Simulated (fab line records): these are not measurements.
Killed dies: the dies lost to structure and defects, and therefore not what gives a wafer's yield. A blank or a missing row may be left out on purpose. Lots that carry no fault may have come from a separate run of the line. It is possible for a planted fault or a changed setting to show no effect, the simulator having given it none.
What tool caused it? -- flow gf180mcu -- Sampling: 14 lots, 42 wafers, 4 of 602 route steps

## WHAT THE GAUGES READ, wafer by wafer
GF_M2_THK_MEAS_06: measures by xrf.
lot,measured,on,M2_ALCU_THK (nm)
L876,day 18 02:12,filmMetro-04,455 454 455
L878,day 18 20:16,filmMetro-01,453 460 452
L880,day 19 16:13,filmMetro-03,457 451 460
L882,day 20 12:14,filmMetro-04,457 451 457
L883,day 20 20:17,filmMetro-03,459 456 455
L884,day 21 03:34,filmMetro-01,456 455 454
L886,day 22 00:50,filmMetro-04,451 444 444
L887,day 22 10:48,filmMetro-01,457 464 463
L888,day 22 14:32,filmMetro-01,466 455 467
L889,day 22 22:00,filmMetro-01,454 454 452
L891,day 23 15:16,filmMetro-01,453 454 451
L897,day 25 17:28,filmMetro-01,459 462 456
L896,day 25 19:47,filmMetro-03,452 450 449
L899,day 26 04:50,filmMetro-01,457 462 467

GF_M2_OVL_MEAS_15.
lot,measured,on,M2_OVL (nm)
L876,day 19 01:41,overlay-02,0 7 4
L878,day 19 20:47,overlay-02,-1 -1 -6
L880,day 20 16:05,overlay-01,4 0 0
L882,day 21 11:56,overlay-02,0 3 -5
L883,day 21 20:19,overlay-01,1 -1 -4
L884,day 22 03:02,overlay-01,4 0 4
L886,day 22 22:50,overlay-02,-4 -3 -1
L887,day 23 09:14,overlay-01,- - -
L888,day 23 13:59,overlay-01,- - -
L889,day 23 20:20,overlay-02,7 6 10
L891,day 24 13:46,overlay-02,11 6 6
L897,day 26 14:20,overlay-01,5 -1 2
L896,day 26 15:53,overlay-02,4 1 1
L899,day 27 01:38,overlay-02,8 10 8

## TOOL THAT RAN EACH LOT (tool first, then ch and the chambers of the sampled wafers, then the start)
lot,GF_M1_STRIP_17,GF_M2_EXPOSE_11
L876,"plasmaAsher-02 ch 0,1, day 17 00:23","krfScanner-02 ch 0, day 18 14:25"
L878,"plasmaAsher-02 ch 0,1, day 17 16:52","krfScanner-02 ch 0, day 19 08:18"
L880,"plasmaAsher-04 ch 0,1, day 18 12:51","krfScanner-01 ch 0, day 20 03:40"
L882,"plasmaAsher-04 ch 0,1, day 19 08:32","krfScanner-01 ch 0, day 21 00:34"
L883,"plasmaAsher-02 ch 0,1, day 19 16:47","krfScanner-02 ch 0, day 21 08:17"
L884,"plasmaAsher-04 ch 0,1, day 20 00:32","krfScanner-02 ch 0, day 21 15:22"
L886,"plasmaAsher-02 ch 0,1, day 20 21:54","krfScanner-02 ch 0, day 22 11:26"
L887,"plasmaAsher-03 ch 0,1, day 21 08:11","krfScanner-02, day 22 22:23"
L888,"plasmaAsher-02 ch 0,1, day 21 12:14","krfScanner-01, day 23 02:35"
L889,"plasmaAsher-03 ch 0, day 21 19:25","krfScanner-02 ch 0, day 23 08:38"
L891,"plasmaAsher-04 ch 0,1, day 22 12:58","krfScanner-02 ch 0, day 24 02:32"
L897,"plasmaAsher-04 ch 0,1, day 24 16:49","krfScanner-01 ch 0, day 26 03:56"
L896,"plasmaAsher-03 ch 0,1, day 24 18:56","krfScanner-01 ch 0, day 26 05:10"
L899,"plasmaAsher-02 ch 0,1, day 25 04:10","krfScanner-01 ch 0, day 26 15:35"
- GF_M1_STRIP_17: strips in O2/N2.
- GF_M2_EXPOSE_11: exposes mask Metal2, target cd 280 nm.

## WHAT THE TOOLS THEMSELVES READ (means of the sampled wafers that have a number; where no wafer has one, the mark that the record gives instead)
GF_M1_STRIP_17.
lot,tool,drypumpMotorCurrentA (A),heaterPowerW (W),oesProductAu (a.u.),stripTimeToEndpointS (s)
L876,plasmaAsher-02,5.7,323,0.557,7.91
L878,plasmaAsher-02,5.7,329,0.558,7.87
L880,plasmaAsher-04,6.1,323,0.561,7.91
L882,plasmaAsher-04,5.7,313,0.559,7.84
L883,plasmaAsher-02,5.9,319,0.557,7.84
L884,plasmaAsher-04,6.1,316,0.562,7.89
L886,plasmaAsher-02,5.8,320,0.553,7.87
L887,plasmaAsher-03,5.5,387,0.562,7.93
L888,plasmaAsher-02,5.9,318,0.552,7.91
L889,plasmaAsher-03,5.3,392,0.561,7.91
L891,plasmaAsher-04,6.2,316,0.560,7.84
L897,plasmaAsher-04,6.1,317,0.553,7.79
L896,plasmaAsher-03,5.5,382,0.556,7.86
L899,plasmaAsher-02,5.7,325,0.551,7.85

GF_M2_EXPOSE_11.
lot,tool,exposureDoseMJCm2,focusOffsetNm (nm)
L876,krfScanner-02,28.004,0.2
L878,krfScanner-02,28.025,0.0
L880,krfScanner-01,27.983,0.7
L882,krfScanner-01,27.973,0.4
L883,krfScanner-02,28.011,0.3
L884,krfScanner-02,28.016,-0.2
L886,krfScanner-02,28.043,0.5
L887,krfScanner-02,-,-
L888,krfScanner-01,-,-
L889,krfScanner-02,27.987,0.0
L891,krfScanner-02,27.968,0.5
L897,krfScanner-01,28.028,-0.4
L896,krfScanner-01,28.027,0.3
L899,krfScanner-01,27.998,0.5

## THE ANSWER, worked out from the rows above alone
Rule: usual is defined by the lots themselves. Put in order of their means at a reading, lots are off if they are a third of the lots or fewer, leave a main group of 4 or more, and stand apart from it by a gap of 3 or more times the standard deviation of the main group's means; of several such gaps the widest counts. If all means in a main group match to the digits the tables above print for the reading, that group is not used. Also off: a lot with no number at a reading for which 4 or more lots have one. Any other lot the step has rows for is counted as sound. Order of review: gauges by route order, followed by the tools' own readings, for which a lot's mean as printed above is used. At the first step where some lot is off, the reading lying furthest off is the one used; lots without a number count as furthest.
Off: L887, L888, seen at GF_M2_OVL_MEAS_15 (M2_OVL). Without a number there: L887, L888. For the main group the mean is 2 nm and the standard deviation 3.8.
If a tool, at a process step before that reading, ran all the lots that are off and no sound lot after the first of them, it fits. The gauges at GF_M2_OVL_MEAS_15 aren't tried: what is off there is off at GF_M2_EXPOSE_11 too, on other tools, and a gauge's error can't cause that. Not one of the candidates tried fits.

## WHAT HAD BEEN PUT IN BY THE SIMULATOR
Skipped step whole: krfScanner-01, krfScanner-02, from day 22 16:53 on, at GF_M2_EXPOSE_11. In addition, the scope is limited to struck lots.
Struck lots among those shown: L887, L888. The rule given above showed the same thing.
